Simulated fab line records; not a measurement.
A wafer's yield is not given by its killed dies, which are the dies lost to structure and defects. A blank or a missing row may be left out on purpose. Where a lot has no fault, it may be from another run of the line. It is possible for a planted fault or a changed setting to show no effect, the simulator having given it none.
Which tool did it?	flow sky130	11 lots with 33 wafers sampled at 4 steps, on a route of 708 steps

## WHAT EACH GAUGE READ, for each wafer
SKY_METAL5_RS_MEAS_05: measures by four-point-probe. Usual: METAL5_ALCU_RS 0.02703 ohm/sq, standard deviation 0.00026.
lot	measured	on	METAL5_ALCU_RS (ohm/sq)	flag
L168	day 43 10:16	filmMetro-02	0.02701 0.02694 0.02713	
L169	day 43 21:26	filmMetro-02	0.02722 0.0269 0.02685	
L170	day 44 02:50	filmMetro-03	0.02687 0.02645 0.02664	
L172	day 44 12:20	filmMetro-02	0.02689 0.02689 0.02704	
L174	day 44 21:39	filmMetro-03	0.02681 0.0268 0.02689	
L175	day 45 05:31	filmMetro-04	0.02725 0.02726 0.0272	
L177	day 45 16:29	filmMetro-02	0.02643 0.0269 0.02672	
L179	day 46 03:53	filmMetro-02	0.02696 0.02696 0.0272	
L185	day 47 21:23	filmMetro-04	0.02698 0.0271 0.02721	
L187	day 48 01:10	filmMetro-04	0.02723 0.02685 0.02701	
L190	day 49 02:55	filmMetro-04	0.02631 0.02667 0.02663	

SKY_PASSIVATION_THK_MEAS_03. Usual: PASSIVATION_CVD_02_THK 540 nm, standard deviation 6.4.
lot	measured	on	PASSIVATION_CVD_02_THK (nm)	flag
L168	day 44 10:03	filmMetro-02	542 542 539	
L169	day 44 20:32	filmMetro-03	539 539 547	
L170	day 45 02:09	filmMetro-03	542 542 550	
L172	day 45 10:55	filmMetro-01	535 537 542	
L174	day 45 20:34	filmMetro-02	550 557 551	
L175	day 46 03:58	filmMetro-03	537 543 540	
L177	day 46 14:17	filmMetro-03	590 602 599	OFF
L179	day 47 01:55	filmMetro-03	597 585 603	OFF
L185	day 48 17:29	filmMetro-01	535 548 555	
L187	day 48 20:38	filmMetro-01	537 540 543	
L190	day 49 21:22	filmMetro-02	534 545 544	

## WHAT TOOL EACH LOT RAN ON (gives the tool, then ch and the chambers of the sampled wafers, and finally the start)
lot	SKY_METAL4_DESCUM_15	SKY_PASSIVATION_CVD_02
L168	rieMetal-01 ch 0,1, day 42 08:00	pecvd-02 ch 0,1,2, day 44 09:55
L169	rieMetal-03 ch 0,1, day 42 20:20	pecvd-03 ch 1,2, day 44 20:11
L170	rieMetal-04 ch 0,1, day 43 00:35	pecvd-03 ch 0,2, day 45 01:49
L172	rieMetal-03 ch 0,1, day 43 09:44	pecvd-03 ch 0,2, day 45 10:41
L174	rieMetal-01 ch 0,1, day 43 20:47	pecvd-02 ch 0,1,2, day 45 20:26
L175	rieMetal-01 ch 0,1, day 44 05:11	pecvd-02 ch 0,2, day 46 03:43
L177	rieMetal-04 ch 0,1, day 44 16:03	pecvd-02 ch 0,1, day 46 13:52
L179	rieMetal-03 ch 0,1, day 45 04:14	pecvd-02 ch 0,1,2, day 47 01:41
L185	rieMetal-03 ch 0,1, day 46 22:05	pecvd-03 ch 0,1,2, day 48 17:16
L187	rieMetal-01 ch 0,1, day 47 01:59	pecvd-01 ch 0,1, day 48 20:25
L190	rieMetal-01 ch 0, day 48 05:55	pecvd-03 ch 0,1,2, day 49 21:07
- SKY_METAL4_DESCUM_15: chemistry O2, time 8 s.
- SKY_PASSIVATION_CVD_02: deposits Si3N4, target thk 540 nm.

## WHAT THE TOOLS THEMSELVES READ (means of the sampled wafers that have a number; where no wafer has one, the mark that the record gives instead)
SKY_METAL4_DESCUM_15. Usual: drypumpMotorCurrentA 5.6 A, standard deviation 0.32; oesProductAu 0.997 a.u., standard deviation 0.0086.
lot	tool	drypumpMotorCurrentA (A)	oesProductAu (a.u.)	flag
L168	rieMetal-01	5.4	1.000	
L169	rieMetal-03	5.6	0.992	
L170	rieMetal-04	6.0	1.008	
L172	rieMetal-03	5.5	0.986	
L174	rieMetal-01	5.4	1.002	
L175	rieMetal-01	5.4	1.003	
L177	rieMetal-04	5.7	0.997	
L179	rieMetal-03	5.6	0.996	
L185	rieMetal-03	5.6	0.994	
L187	rieMetal-01	5.4	0.993	
L190	rieMetal-01	5.3	1.003	

SKY_PASSIVATION_CVD_02. Usual: heaterPowerW 685 W, standard deviation 110.
lot	tool	heaterPowerW (W)	flag
L168	pecvd-02	650	
L169	pecvd-03	669	
L170	pecvd-03	854	
L172	pecvd-03	834	
L174	pecvd-02	680	
L175	pecvd-02	641	
L177	pecvd-02	675	
L179	pecvd-02	625	
L185	pecvd-03	732	
L187	pecvd-01	629	
L190	pecvd-03	745	

## THE ANSWER, worked out from the rows above alone
Rule: a lot is off if the mean of its wafers that have a number lies more than 3 standard deviations from the usual mean. Also off: a lot with no number at a reading for which 4 or more lots have one. All remaining lots with rows at the step are treated as sound. After the gauges, taken in route order, come the tools' own readings; for these a lot's mean is taken, as printed above. The first step at which some lot is off is used, and at that step the reading that is off furthest; a lot without a number counts as furthest.
Off: L177, L179, seen at SKY_PASSIVATION_THK_MEAS_03 (PASSIVATION_CVD_02_THK).
A tool fits if, at a process step before that reading, it ran every lot that is off, and no sound lot after the first of them. The gauges at SKY_PASSIVATION_THK_MEAS_03 are tried like those tools. 2 tools fit, pecvd-02 at SKY_PASSIVATION_CVD_02 and filmMetro-03 at SKY_PASSIVATION_THK_MEAS_03, so this cannot tell which one it is.

## WHAT THE SIMULATOR PUT IN
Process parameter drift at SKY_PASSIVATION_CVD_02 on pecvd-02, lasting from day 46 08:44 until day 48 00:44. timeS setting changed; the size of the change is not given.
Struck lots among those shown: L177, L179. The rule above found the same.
